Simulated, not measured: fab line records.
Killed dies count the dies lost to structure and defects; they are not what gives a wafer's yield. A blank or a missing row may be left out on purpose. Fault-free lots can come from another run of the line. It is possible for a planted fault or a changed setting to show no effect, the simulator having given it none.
Matching of chambers || flow sky130 || SKY_CONTACT_CMP_27 on cmp-02: 4 sister chambers
The step polishes, stops on SiO2, t overpolish 15 s, target thk 0 nm. 4 wafers are shown with their chamber, then 11 later ones without.

## WAFERS WITH THEIR CHAMBER
{"wafer": "L571.1", "chamber": 0, "motor_current_A (A)": 12.3}
{"wafer": "L571.2", "chamber": 2, "motor_current_A (A)": 9.8}
{"wafer": "L571.3", "chamber": 1, "motor_current_A (A)": 10.5}
{"wafer": "L575.1", "chamber": 3, "motor_current_A (A)": 10.6}

## WAFERS WHOSE CHAMBER IS MISSING
{"wafer": "L575.3", "motor_current_A (A)": 10.5}
{"wafer": "L575.6", "motor_current_A (A)": 9.9}
{"wafer": "L580.3", "motor_current_A (A)": 10.3}
{"wafer": "L580.4", "motor_current_A (A)": 9.7}
{"wafer": "L580.5", "motor_current_A (A)": 11.7}
{"wafer": "L581.1", "motor_current_A (A)": 11.3}
{"wafer": "L581.4", "motor_current_A (A)": 9.8}
{"wafer": "L581.5", "motor_current_A (A)": 10.8}
{"wafer": "L582.3", "motor_current_A (A)": 10.6}
{"wafer": "L582.4", "motor_current_A (A)": 9.8}
{"wafer": "L582.5", "motor_current_A (A)": 9.4}

## THE CHAMBER EACH PASSED THROUGH
{"wafer": "L575.3", "from the rows above": "can't be placed: 1 or 3", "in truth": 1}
{"wafer": "L575.6", "from the rows above": "can't be placed: 2 or 1 or 3", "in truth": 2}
{"wafer": "L580.3", "from the rows above": "can't be placed: 1 or 3 or 2", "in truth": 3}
{"wafer": "L580.4", "from the rows above": 2, "in truth": 2}
{"wafer": "L580.5", "from the rows above": "can't be placed: 0 or 3 or 1", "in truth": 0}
{"wafer": "L581.1", "from the rows above": "can't be placed: 3 or 1 or 0", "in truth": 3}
{"wafer": "L581.4", "from the rows above": 2, "in truth": 2}
{"wafer": "L581.5", "from the rows above": "can't be placed: 3 or 1", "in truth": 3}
{"wafer": "L582.3", "from the rows above": "can't be placed: 3 or 1", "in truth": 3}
{"wafer": "L582.4", "from the rows above": 2, "in truth": 2}
{"wafer": "L582.5", "from the rows above": 2, "in truth": 2}
Correct placement for 4 of the 11. These rows do not allow placing 7 (true chamber among the candidates in 7). Wrongly placed: 0.
How it was worked out, from the rows above alone: a wafer's distance from a chamber is the root of the sum, over the readings, of the square of ((its reading less the chamber's mean) divided by the reading's scatter). If the next closest chamber is less than 2 further off than the closest, the wafer can't be placed; otherwise it belongs to the closest. A chamber's mean is the mean of its shown wafers. The scatter: root of mean squared gap, hidden wafer to nearest shown wafer, with one shown wafer a chamber.
